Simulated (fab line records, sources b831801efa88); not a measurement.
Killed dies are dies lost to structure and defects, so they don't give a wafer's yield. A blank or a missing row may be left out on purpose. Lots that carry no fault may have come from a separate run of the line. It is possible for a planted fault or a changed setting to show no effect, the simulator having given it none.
What tool caused it?	flow sky130	12 lots, 36 wafers sampled, at 5 steps of a route of 708

WHAT THE GAUGES SHOWED, per wafer
SKY_LDD_HVP_TW_MEAS_10. Usual: LDD_HVP_TW 459, standard deviation 3.5.
lot	measured	on	LDD_HVP_TW	flag
L828	day 21 06:23	film_metro-02	460 462 461	
L832	day 23 02:03	film_metro-01	572 570 574	OFF
L833	day 23 09:38	film_metro-03	561 562 563	OFF
L835	day 24 04:09	film_metro-01	573 574 576	OFF
L836	day 24 11:04	film_metro-02	461 459 462	
L840	day 26 04:32	film_metro-02	462 462 458	
L841	day 26 08:02	film_metro-02	462 461 462	
L842	day 26 22:56	film_metro-02	460 460 460	
L844	day 27 19:13	film_metro-01	461 462 460	
L847	day 28 17:02	film_metro-01	460 458 458	
L848	day 28 20:29	film_metro-01	458 462 459	
L849	day 29 05:53	film_metro-02	460 462 461	

SKY_VIA1_CD_MEAS_12 targets a cd of 150 nm. Usual: 149.4 nm for cd_nm, sd 1.4.
lot	measured	on	cd_nm (nm)	flag
L828	day 33 17:05	cd_sem-02	150.8 151.3 150.2	
L832	day 35 09:46	cd_sem-01	147.7 149.5 148.2	
L833	day 35 15:25	cd_sem-02	146.9 147.3 146.5	
L835	day 36 06:49	cd_sem-02	147.6 147.9 147.8	
L836	day 36 12:14	cd_sem-02	149.6 149.4 149.3	
L840	day 38 01:42	cd_sem-01	149.3 148.9 147.6	
L841	day 38 04:59	cd_sem-01	148.2 150.0 149.8	
L842	day 38 20:20	cd_sem-01	151.3 151.7 151.6	
L844	day 39 13:36	cd_sem-01	147.8 146.6 148.0	
L847	day 40 07:49	cd_sem-02	149.7 150.7 148.7	
L848	day 40 08:32	cd_sem-01	149.5 150.2 151.2	
L849	day 40 17:16	cd_sem-01	151.9 149.5 151.9	

WHICH TOOL RAN EACH LOT (tool, then ch and the chambers of the sampled wafers, then the start)
lot	SKY_LDD_HVP_IMPLANT_08	SKY_LOCAL_INTERCONNECT_METAL_ETCH_14	SKY_METAL1_SPUTTER_04
L828	implanter-04 ch 0, day 21 06:10	rie_metal-03 ch 0,1, day 30 02:40	pvd_sputter-03, day 31 09:29
L832	implanter-03 ch 0, day 23 01:31	rie_metal-04 ch 0,1, day 31 19:57	pvd_sputter-01, day 33 02:32
L833	implanter-03 ch 0, day 23 08:58	rie_metal-01 ch 0,1, day 32 01:29	pvd_sputter-02, day 33 07:30
L835	implanter-01 ch 0, day 24 03:35	rie_metal-03 ch 0,1, day 32 17:35	pvd_sputter-01, day 33 23:37
L836	implanter-01 ch 0, day 24 10:49	rie_metal-04 ch 0,1, day 32 22:58	pvd_sputter-01, day 34 04:47
L840	implanter-03 ch 0, day 26 04:17	rie_metal-03 ch 0,1, day 34 14:14	pvd_sputter-03, day 35 19:58
L841	implanter-04 ch 0, day 26 07:49	rie_metal-04 ch 0,1, day 34 16:50	pvd_sputter-01, day 35 22:58
L842	implanter-03 ch 0, day 26 22:41	rie_metal-04 ch 0,1, day 35 09:14	pvd_sputter-02, day 36 14:31
L844	implanter-03 ch 0, day 27 18:58	rie_metal-01 ch 0,1, day 36 02:56	pvd_sputter-02, day 37 08:56
L847	implanter-03 ch 0, day 28 16:47	rie_metal-03 ch 0,1, day 36 23:28	pvd_sputter-02, day 38 04:34
L848	implanter-01 ch 0, day 28 20:16	rie_metal-04 ch 0,1, day 37 00:56	pvd_sputter-03, day 38 05:29
L849	implanter-04 ch 0, day 29 05:39	rie_metal-04 ch 0,1, day 37 09:29	pvd_sputter-03, day 38 14:12
- SKY_LDD_HVP_IMPLANT_08
- SKY_LOCAL_INTERCONNECT_METAL_ETCH_14: etches TiN in Cl2/BCl3, stops on PSG, target depth 110 nm, time 31.4 s.
- SKY_METAL1_SPUTTER_04: material TiN, target thk 70 nm, time 58.3 s.

AS READ BY THE TOOLS THEMSELVES (means over the sampled wafers that have a number; for cases with no such wafer, the mark the record gives instead)
SKY_LDD_HVP_IMPLANT_08. Usual: 20.002 for beam_energy_keV, sd 0.0061.
lot	tool	beam_energy_keV	flag
L828	implanter-04	19.999	
L832	implanter-03	19.998	
L833	implanter-03	20.000	
L835	implanter-01	20.007	
L836	implanter-01	20.002	
L840	implanter-03	20.001	
L841	implanter-04	20.004	
L842	implanter-03	20.001	
L844	implanter-03	19.992	
L847	implanter-03	20.009	
L848	implanter-01	19.999	
L849	implanter-04	20.004	

SKY_LOCAL_INTERCONNECT_METAL_ETCH_14. Usual: chamber_pressure_mTorr 10.000 mTorr, standard deviation 0.0098; drypump_motor_current_A 5.8 A, standard deviation 0.39; oes_product_au 0.938 a.u., standard deviation 0.0064; throttle_valve_pct 21.903 %, standard deviation 0.0099.
lot	tool	chamber_pressure_mTorr (mTorr)	drypump_motor_current_A (A)	oes_product_au (a.u.)	throttle_valve_pct (%)	flag
L828	rie_metal-03	9.996	5.8	0.934	21.899	
L832	rie_metal-04	9.986	5.9	0.945	21.903	
L833	rie_metal-01	9.999	6.0	0.932	21.908	
L835	rie_metal-03	9.995	5.8	0.941	21.899	
L836	rie_metal-04	9.999	5.9	0.939	21.908	
L840	rie_metal-03	10.002	5.6	0.944	21.898	
L841	rie_metal-04	9.994	5.8	0.934	21.905	
L842	rie_metal-04	10.004	5.8	0.942	21.900	
L844	rie_metal-01	10.006	5.6	0.943	21.912	
L847	rie_metal-03	10.003	5.6	0.926	21.907	
L848	rie_metal-04	9.991	5.8	0.939	21.905	
L849	rie_metal-04	9.996	5.8	0.926	21.907	

SKY_METAL1_SPUTTER_04. Usual: 29.7 % for throttle_valve_pct, sd 0.93.
lot	tool	throttle_valve_pct (%)	flag
L828	pvd_sputter-03	30.0	
L832	pvd_sputter-01	29.7	
L833	pvd_sputter-02	28.9	
L835	pvd_sputter-01	29.5	
L836	pvd_sputter-01	29.8	
L840	pvd_sputter-03	31.0	
L841	pvd_sputter-01	29.4	
L842	pvd_sputter-02	28.8	
L844	pvd_sputter-02	29.0	
L847	pvd_sputter-02	29.0	
L848	pvd_sputter-03	31.1	
L849	pvd_sputter-03	30.4	

THE ANSWER, worked out from the rows above alone
Rule: a lot counts as off when the mean over its wafers that have a number is more than 3 standard deviations away from the usual mean. A lot without any number at a reading at which 4 lots or more have one is off too. Any other lot the step has rows for is counted as sound. First the gauges in route order, then the tools' own readings, where a lot's mean is used as printed above. The first step at which some lot is off is used, and at that step the reading that is off furthest; a lot without a number counts as furthest.
Off: L832, L833, L835, at SKY_LDD_HVP_TW_MEAS_10 (LDD_HVP_TW).
A tool fits if, at a process step before that reading, it ran every lot that is off, and no sound lot after the first of them. Those tools and the gauges at SKY_LDD_HVP_TW_MEAS_10 are tried in the same way. None of those tried fits.

WHAT THE SIMULATOR HAD PUT IN
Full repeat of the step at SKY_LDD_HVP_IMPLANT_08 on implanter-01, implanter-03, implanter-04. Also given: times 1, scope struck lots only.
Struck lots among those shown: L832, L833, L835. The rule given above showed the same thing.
